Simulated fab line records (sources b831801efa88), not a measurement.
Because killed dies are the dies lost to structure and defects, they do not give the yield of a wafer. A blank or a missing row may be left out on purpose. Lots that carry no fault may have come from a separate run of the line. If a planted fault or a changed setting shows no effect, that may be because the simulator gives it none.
fab line records -- flow sky130
record: lots: 6, wafers: 18, lastDay: 50
route steps=708 shown FIELD_ISO@3 PAD_OPEN@708
lots untouched by any fault: they come from a run of this same line in which no faults occurred
startH: start of the lot's first displayed wafer, in hours after the record's first day -- waitH: how many hours have passed since the lot's step before this one -- " unchanged from the row above -- L1.1+2: a single row standing in for several wafers -- - no value, or no start was given -- * or withheld: withheld -- < > ~ a bound
route shown NAME@n: names a module that has steps shown in the file, with the first one's number in the route -- usual: average and standard deviation across the fault-free wafers -- same: alike in all rows -- chamber/n: place in a boat -- sites: readings site by site -- _std_site: the values' standard deviation -- _edge_site: inner sites' mean taken away from outer sites' mean -- radiusMm: how far each site lies from the wafer's centre -- mask NAME#n: copy n -- behind: the last tool/chamber to shape the wafer -- hold: what put the lot on hold/how long, in hours/how the hold closed -- device: the transistor (n, p or np) that didn't switch -- end of line: at the end of the route, the tests of the same wafers -- step lacking rows: just its recipe -- killed: not the wafer's yield, but the dies lost to structure and defects at the first sort -- map: per-die view of a wafer (x killed, . not killed, _ where there is no die)
set.NAME: the run value of the setting; set.NAME@STEP: its run value at that earlier step -- model.NAME: the simulator's own value behind a step, which no gauge read
a table for each step, a row for each wafer; lots at some steps of the route
services: from which hour (startH, from the record's first day; less than 0 if before it) a tool's chamber was out of use, for how many hours, and why
== steps ==
step: SKY_FIELD_ISO_THK_MEAS_02
recipe: reads: SiO2_of_FIELD_ISO_OXIDATION_01
usual: FIELD_ISO_OXIDATION_00_THK: 11.28/0.24
lot.wafer,tool,chamber,startH,waitH,FIELD_ISO_OXIDATION_00_THK[nm]
L566.2,filmMetro-04,-,42.09,0.0,11.07
L566.4,filmMetro-04,-,42.09,0.0,11.20
L566.5,filmMetro-04,-,42.09,0.0,11.29
L571.1,filmMetro-01,-,67.75,0.0,11.19
L571.2,filmMetro-01,-,67.75,0.0,11.23
L571.5,filmMetro-01,-,67.75,0.0,11.23
L572.1,filmMetro-01,-,71.90,0.0,11.10
L572.2,filmMetro-01,-,71.90,0.0,11.09
L572.4,filmMetro-01,-,71.90,0.0,10.78
L574.4,filmMetro-01,-,81.66,0.0,11.23
L574.5,filmMetro-01,-,81.66,0.0,11.08
L574.6,filmMetro-01,-,81.66,0.0,11.38
L579.4,filmMetro-04,-,107.65,0.0,10.63
L579.5,filmMetro-04,-,107.65,0.0,10.74
L579.6,filmMetro-04,-,107.65,0.0,10.81
L583.1,filmMetro-01,-,126.99,0.0,11.56
L583.3,filmMetro-01,-,126.99,0.0,11.27
L583.5,filmMetro-01,-,126.99,0.0,11.21
step: SKY_FIELD_ISO_CVD_03
recipe: material: Si3N4, precursor: DCS/NH3, targetThkNm: 165, tempC: 770, timeS: 2830, pressureMtorr: 250
step: SKY_FIELD_ISO_THK_MEAS_04
recipe: reads: Si3N4_of_FIELD_ISO_CVD_03
usual: FIELD_ISO_CVD_03_THK: 165.2/1.5
lot.wafer,tool,chamber,startH,waitH,FIELD_ISO_CVD_03_THK[nm]
L566.2,filmMetro-03,-,43.94,0.0,162.7
L566.4,filmMetro-03,-,43.94,0.0,162.8
L566.5,filmMetro-03,-,43.94,0.0,163.1
L571.1,filmMetro-03,-,69.60,0.0,165.4
L571.2,filmMetro-03,-,69.60,0.0,164.6
L571.5,filmMetro-03,-,69.60,0.0,164.0
L572.1,filmMetro-01,-,73.74,0.0,164.4
L572.2,filmMetro-01,-,73.74,0.0,165.1
L572.4,filmMetro-01,-,73.74,0.0,166.3
L574.4,filmMetro-01,-,83.51,0.0,165.7
L574.5,filmMetro-01,-,83.51,0.0,166.1
L574.6,filmMetro-01,-,83.51,0.0,167.3
L579.4,filmMetro-03,-,110.24,0.0,166.2
L579.5,filmMetro-03,-,110.24,0.0,166.3
L579.6,filmMetro-03,-,110.24,0.0,166.0
L583.1,filmMetro-01,-,129.70,0.0,165.6
L583.3,filmMetro-01,-,129.70,0.0,166.9
L583.5,filmMetro-01,-,129.70,0.0,166.1
step: SKY_FIELD_ISO_DEHYDRATE_05
recipe: tempC: 200, timeS: 60
step: SKY_FIELD_ISO_HMDS_06
recipe: primeTimeS: 60, primeTempC: 120
step: SKY_FIELD_ISO_COAT_07
recipe: resist: BARC, tempC: withheld, timeS: withheld, spinRpm: 3000, resistThkNm: 59.51
step: SKY_FIELD_ISO_COAT_08
recipe: resist: KrF-thick, spinRpm: 3000, resistThkNm: 450
step: SKY_FIELD_ISO_SOFTBAKE_09
recipe: tempC: 100, timeS: 90, resist: KrF-thick
step: SKY_FIELD_ISO_EXPOSE_10
recipe: maskId: FOM, na: 0.68, sourceShape: annular, sigmaInner: 0.4, sigmaOuter: 0.8, targetCdNm: 150, doseMj: 28
step: SKY_FIELD_ISO_PEB_11
recipe: pebTempC: withheld, pebTimeS: withheld, resist: KrF-thick
step: SKY_FIELD_ISO_DEVELOP_12
recipe: developTimeS: 60, resist: KrF-thick, devTempC: 21
step: SKY_FIELD_ISO_CD_MEAS_13
recipe: targetCdNm: 150
usual: cdNm: 149.6/1.3
lot.wafer,tool,chamber,startH,waitH,cdNm
L566.2,cdSem-02,-,58.98,-,149.0
L566.4,cdSem-02,-,58.98,-,149.7
L566.5,cdSem-02,-,58.98,-,148.7
L571.1,cdSem-02,-,86.11,-,151.6
L571.2,cdSem-02,-,86.11,-,152.0
L571.5,cdSem-02,-,86.11,-,150.1
L572.1,cdSem-01,-,90.65,-,146.1
L572.2,cdSem-01,-,90.65,-,146.3
L572.4,cdSem-01,-,90.65,-,147.2
L574.4,cdSem-02,-,100.47,-,151.8
L574.5,cdSem-02,-,100.47,-,151.5
L574.6,cdSem-02,-,100.47,-,150.8
L579.4,cdSem-01,-,128.57,-,150.6
L579.5,cdSem-01,-,128.57,-,150.4
L579.6,cdSem-01,-,128.57,-,151.3
L583.1,cdSem-01,-,148.64,-,150.1
L583.3,cdSem-01,-,148.64,-,149.7
L583.5,cdSem-01,-,148.64,-,150.8
step: SKY_FIELD_ISO_ETCH_14
recipe: chemistry: N2/H2, target: BARC, ionEnergyEv: 200, sourceW: 500, biasW: 100, pressureMtorr: 30, n2FlowSccm: 100, h2FlowSccm: 200, stopOn: SiO2, timeS: 45.9, targetDepthA: 600
usual: biasW: 100.03/0.27, chamberPressureMTorr: 29.999/0.027, drypumpMotorCurrentA: 5.7/0.57, h2FlowSccm: 200.0/0.57, oesProductAu: 0.851/0.005, throttleValvePct: 13.225/0.0089
lot.wafer,tool,chamber,startH,waitH,biasW,chamberPressureMTorr,drypumpMotorCurrentA,h2FlowSccm,oesProductAu,rfHoursCounterH,throttleValvePct
L566.2,rieDiel-04,3,59.08,0.1,100.20,29.967,6.3,200.2,0.856,4,13.208
L566.4,rieDiel-04,2,59.08,0.1,99.38,30.046,6.4,199.2,0.855,166,13.222
L566.5,rieDiel-04,3,59.08,0.1,100.07,29.985,6.3,200.6,0.845,-,13.227
L571.1,rieDiel-04,3,86.23,0.1,109.95,30.005,6.3,198.9,0.847,5,13.218
L571.2,rieDiel-04,0,86.23,0.1,110.03,29.980,5.9,199.5,0.850,80,13.215
L571.5,rieDiel-04,2,86.23,0.1,110.24,29.979,6.4,199.7,0.849,-,13.220
L572.1,rieDiel-04,3,90.77,0.1,110.17,30.009,6.3,199.9,0.844,5,13.222
L572.2,rieDiel-04,1,90.77,0.1,110.30,29.998,6.3,201.3,0.850,165,13.229
L572.4,rieDiel-04,2,90.77,0.1,109.76,29.945,6.5,199.4,0.850,166,13.222
L574.4,rieDiel-01,1,100.53,0.0,100.05,29.997,4.9,199.7,0.851,71,13.228
L574.5,rieDiel-01,0,100.53,0.0,100.24,29.975,5.8,199.8,0.861,-,13.220
L574.6,rieDiel-01,1,100.53,0.0,100.19,30.017,4.9,199.0,0.847,-,13.222
L579.4,rieDiel-01,3,128.63,0.0,100.25,29.960,4.8,200.0,0.850,43,13.222
L579.5,rieDiel-01,1,128.63,0.0,100.13,29.965,4.9,200.5,0.842,-,13.217
L579.6,rieDiel-01,2,128.63,0.0,99.79,30.049,5.1,199.8,0.854,-,13.240
L583.1,rieDiel-01,3,148.76,0.1,100.34,29.969,4.8,200.1,0.849,44,13.236
L583.3,rieDiel-01,2,148.76,0.1,99.90,29.990,5.1,199.8,0.859,115,13.208
L583.5,rieDiel-01,1,148.76,0.1,99.89,30.007,4.9,200.1,0.864,-,13.220
step: SKY_FIELD_ISO_ETCH_15
recipe: chemistry: CHF3/O2, targetDepthNm: 180, stopOn: Si, sourceW: 600, biasW: 200, pressureMtorr: 40, chf3FlowSccm: 50, O2_flow_sccm: 5, timeS: 72
usual: O2_flow_sccm: 4.998/0.015, biasW: 200.1/0.61, chamberPressureMTorr: 40.00/0.034, drypumpMotorCurrentA: 5.7/0.57, oesProductAu: 0.947/0.0069, throttleValvePct: 8.845/0.0094
lot.wafer,tool,chamber,startH,waitH,O2_flow_sccm,biasW,chamberPressureMTorr,drypumpMotorCurrentA,oesProductAu,rfHoursCounterH,throttleValvePct
L566.2,rieDiel-04,3,59.12,0.0,5.002,200.6,40.03,6.3,0.937,4,8.842
L566.4,rieDiel-04,2,59.12,0.0,4.995,200.0,40.06,6.4,0.936,166,8.839
L566.5,rieDiel-04,3,59.12,0.0,4.999,200.5,40.01,6.3,0.937,-,8.868
L571.1,rieDiel-04,3,86.27,0.0,5.023,200.5,40.01,6.2,0.948,5,8.837
L571.2,rieDiel-04,0,86.27,0.0,4.998,200.3,40.01,5.9,0.944,80,8.838
L571.5,rieDiel-04,2,86.27,0.0,5.005,200.3,40.02,6.4,0.947,-,8.826
L572.1,rieDiel-04,3,90.81,0.0,4.994,200.2,40.01,6.3,0.947,5,8.858
L572.2,rieDiel-04,1,90.81,0.0,4.958,200.7,39.99,6.3,0.938,165,8.839
L572.4,rieDiel-04,2,90.81,0.0,5.003,201.6,40.03,6.4,0.950,166,8.844
L574.4,rieDiel-01,1,100.57,0.0,5.018,199.3,40.03,4.9,0.945,71,8.855
L574.5,rieDiel-01,0,100.57,0.0,5.000,200.2,40.00,5.8,0.947,-,8.852
L574.6,rieDiel-01,1,100.57,0.0,5.019,199.8,39.98,4.9,0.961,-,8.854
L579.4,rieDiel-01,3,128.67,0.0,5.012,200.4,40.00,4.8,0.944,43,8.856
L579.5,rieDiel-01,1,128.67,0.0,4.993,200.0,39.96,4.9,0.945,-,8.850
L579.6,rieDiel-01,2,128.67,0.0,4.987,200.3,39.94,5.1,0.950,-,8.849
L583.1,rieDiel-01,3,148.80,0.0,4.998,200.2,40.01,4.8,0.958,44,8.852
L583.3,rieDiel-01,2,148.80,0.0,5.001,199.1,40.02,5.1,0.952,115,8.837
L583.5,rieDiel-01,1,148.80,0.0,5.003,199.5,40.00,4.9,0.959,-,8.847
step: SKY_PAD_OPEN_PROBE_99
usual: killed_at_M0_to_M3: 44/6.3, killed_at_M4_up: 3.1/2, killedAtContacts: 24/4.8, killedAtFrontEnd: 15/4.6, killedAtOther: 0.2/0.51, killedDies: 87/8.4, killedOnRim: 17/3.9, killedOpen: 48/6.4, killedShort: 39/5.9
same: grossDies: 492, killedAtBackSide: 0
lot.wafer,tool,chamber,startH,waitH,killed_at_M0_to_M3,killed_at_M4_up,killedAtContacts,killedAtFrontEnd,killedAtOther,killedDies,killedOnRim,killedOpen,killedShort
L566.2,prober-02,-,1104.53,0.1,40,3,23,13,0,79,11,39,40
L566.4,prober-02,-,1104.63,0.2,50,2,20,30,0,102,21,62,40
L566.5,prober-02,-,1104.68,0.2,40,1,37,19,0,97,12,59,38
L571.1,prober-01,-,1140.83,0.1,43,2,16,15,0,76,16,35,41
L571.2,prober-01,-,1140.88,0.1,46,5,20,20,0,91,19,42,49
L571.5,prober-01,-,1141.03,0.2,38,6,24,15,0,83,16,39,44
L572.1,prober-02,-,1146.11,0.1,37,0,22,17,0,76,14,43,33
L572.2,prober-02,-,1146.16,0.1,60,1,31,18,0,110,17,58,52
L572.4,prober-02,-,1146.26,0.2,48,1,23,13,1,86,17,49,37
L574.4,prober-02,-,1154.60,0.2,59,3,16,13,0,91,14,50,41
L574.5,prober-02,-,1154.65,0.2,50,4,23,14,0,91,15,53,38
L574.6,prober-02,-,1154.70,0.2,44,3,32,12,0,91,22,47,44
L579.4,prober-01,-,1178.80,0.2,50,3,24,8,1,86,20,53,33
L579.5,prober-01,-,1178.85,0.2,42,8,25,13,0,88,17,53,35
L579.6,prober-01,-,1178.90,0.2,49,0,22,15,0,86,14,51,35
L583.1,prober-02,-,1194.85,0.1,41,2,22,9,0,74,13,45,29
L583.3,prober-02,-,1194.95,0.2,57,2,24,15,0,98,19,61,37
L583.5,prober-02,-,1195.05,0.2,38,0,35,16,2,91,17,49,42
killed by level:class
L566.2 CONTACT:geometricParticle:open=7 VIA2:geometricParticle:open=7 VIA3:geometricParticle:open=7 CONTACT:geometricParticle:short=6 LI_CONTACT:geometricParticle:short=5 VIA1:geometricParticle:open=5 VIA1:geometricParticle:short=4 METAL2:geometricParticle:short=4
L566.4 VIA1:geometricParticle:open=13 CONTACT:geometricParticle:open=8 FIELD_ISO:geometricParticle:open=7 METAL2:geometricParticle:short=7 POLY_GATE:geometricParticle:short=6 POLY_GATE:geometricParticle:open=6 VIA2:geometricParticle:open=6 VIA3:geometricParticle:open=6
L566.5 CONTACT:geometricParticle:open=15 LI_CONTACT:geometricParticle:short=8 VIA1:geometricParticle:open=8 VIA1:geometricParticle:short=7 VIA3:geometricParticle:open=7 FIELD_ISO:geometricParticle:open=6 LI_CONTACT:geometricParticle:open=6 FIELD_ISO:geometricParticle:short=5
L571.1 VIA1:geometricParticle:open=12 METAL1:geometricParticle:short=6 CONTACT:geometricParticle:open=5 CONTACT:geometricParticle:short=5 METAL2:geometricParticle:short=5 METAL3:geometricParticle:short=5 POLY_GATE:geometricParticle:short=4 FIELD_ISO:geometricParticle:short=3
L571.2 VIA1:geometricParticle:open=9 CONTACT:geometricParticle:open=8 METAL1:geometricParticle:short=7 LOCAL_INTERCONNECT:geometricParticle:short=6 VIA1:geometricParticle:short=6 FIELD_ISO:geometricParticle:short=5 METAL2:geometricParticle:short=5 SONOS_ONO:geometricParticle:open=4
L571.5 CONTACT:geometricParticle:open=9 VIA3:geometricParticle:open=7 METAL2:geometricParticle:short=7 FIELD_ISO:geometricParticle:short=6 CONTACT:geometricParticle:short=6 LI_CONTACT:geometricParticle:open=5 METAL1:geometricParticle:short=5 VIA1:geometricParticle:open=5
L572.1 VIA3:geometricParticle:open=10 VIA1:geometricParticle:open=8 FIELD_ISO:geometricParticle:short=7 CONTACT:geometricParticle:open=7 LOCAL_INTERCONNECT:geometricParticle:short=6 LI_CONTACT:geometricParticle:open=5 VIA2:geometricParticle:open=5 VIA1:geometricParticle:short=4
L572.2 VIA1:geometricParticle:open=12 VIA3:geometricParticle:open=11 VIA3:geometricParticle:short=9 CONTACT:geometricParticle:open=9 LI_CONTACT:geometricParticle:open=8 CONTACT:geometricParticle:short=7 METAL3:geometricParticle:short=7 SPACER:geometricParticle:short=6
L572.4 VIA1:geometricParticle:open=13 LI_CONTACT:geometricParticle:open=10 METAL1:geometricParticle:short=6 VIA3:geometricParticle:open=6 METAL2:geometricParticle:short=5 SPACER:geometricParticle:short=4 CONTACT:geometricParticle:short=4 CONTACT:geometricParticle:open=4
L574.4 VIA1:geometricParticle:open=15 VIA1:geometricParticle:short=8 METAL2:geometricParticle:short=8 LI_CONTACT:geometricParticle:open=7 CONTACT:geometricParticle:open=7 METAL1:geometricParticle:short=7 FIELD_ISO:geometricParticle:short=5 VIA2:geometricParticle:open=5
L574.5 LI_CONTACT:geometricParticle:open=9 VIA3:geometricParticle:open=9 VIA1:geometricParticle:open=8 METAL2:geometricParticle:short=7 CONTACT:geometricParticle:open=6 VIA2:geometricParticle:open=6 LI_CONTACT:geometricParticle:short=5 FIELD_ISO:geometricParticle:open=4
L574.6 LI_CONTACT:geometricParticle:open=11 CONTACT:geometricParticle:open=9 VIA1:geometricParticle:open=9 METAL2:geometricParticle:short=7 VIA3:geometricParticle:short=6 VIA3:geometricParticle:open=6 VIA2:geometricParticle:open=5 POLY_GATE:geometricParticle:short=5
L579.4 METAL1:geometricParticle:short=11 VIA2:geometricParticle:open=11 CONTACT:geometricParticle:open=9 LI_CONTACT:geometricParticle:open=7 VIA1:geometricParticle:open=7 VIA3:geometricParticle:open=6 LI_CONTACT:geometricParticle:short=4 METAL1:geometricParticle:open=4
L579.5 VIA1:geometricParticle:open=14 LI_CONTACT:geometricParticle:open=10 VIA2:geometricParticle:open=8 LOCAL_INTERCONNECT:geometricParticle:short=6 METAL1:geometricParticle:short=6 CONTACT:geometricParticle:open=5 FIELD_ISO:geometricParticle:open=4 FIELD_ISO:geometricParticle:short=4
L579.6 VIA1:geometricParticle:open=15 VIA3:geometricParticle:open=8 POLY_GATE:geometricParticle:open=7 VIA2:geometricParticle:open=6 CONTACT:geometricParticle:open=5 LI_CONTACT:geometricParticle:short=5 CONTACT:geometricParticle:short=5 VIA1:geometricParticle:short=5
L583.1 CONTACT:geometricParticle:open=10 VIA2:geometricParticle:open=9 VIA1:geometricParticle:open=8 METAL2:geometricParticle:short=7 METAL1:geometricParticle:short=6 CONTACT:geometricParticle:short=5 VIA3:geometricParticle:open=4 LI_CONTACT:geometricParticle:open=4
L583.3 VIA1:geometricParticle:open=20 CONTACT:geometricParticle:open=10 VIA3:geometricParticle:open=9 VIA2:geometricParticle:open=7 VIA1:geometricParticle:short=7 LOCAL_INTERCONNECT:geometricParticle:open=5 CONTACT:geometricParticle:short=5 FIELD_ISO:geometricParticle:open=4
L583.5 CONTACT:geometricParticle:open=14 VIA1:geometricParticle:open=13 CONTACT:geometricParticle:short=8 METAL1:geometricParticle:short=6 LI_CONTACT:geometricParticle:open=5 VIA3:geometricParticle:open=5 FIELD_ISO:geometricParticle:short=4 POLY_GATE:geometricParticle:open=4
== services ==
tool,chamber,startH,hours,kind
rieDiel-01,1,92.22,4.2,repair
rieDiel-04,-,95.62,7.6,repair
rieDiel-01,-,97.13,0.8,repair
rieDiel-04,2,103.26,-,clean
rieDiel-04,2,103.26,21.7,scheduledDown
rieDiel-04,2,103.26,21.7,ventCycle
rieDiel-04,1,124.98,-,clean
rieDiel-04,1,124.98,22.5,scheduledDown
rieDiel-04,1,124.98,22.5,ventCycle
rieDiel-04,3,143.90,1.6,repair
== key ==
firstSign: step: SKY_FIELD_ISO_ETCH_14, reading: biasW, direction: up, sigmas: 37, usual: 100.03, struck: 110.08
effect none on later readings
metAt SKY_FIELD_ISO_ETCH_14
struckWafers L571.1,L571.2,L571.5,L572.1,L572.2,L572.4
testerLeftOut L571,L572
onsetBetween 59.08 86.23
fault: kind: processParameterDrift, tool: rieDiel-04, chamber: -, onsetH: 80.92, steps: SKY_FIELD_ISO_ETCH_14, channel: biasW, offset: 10.048, shape: step, endH: 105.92, actsIn: theseRecipesOnly, stated: 100
testerLeftOut: of these lots the tester's yield and bins aren't shown, on N5 and GAA mostly nor the transistor test; their killed dies are dies lost to structure and defects alone, not to doping, threshold or leakage, so they don't give the yield
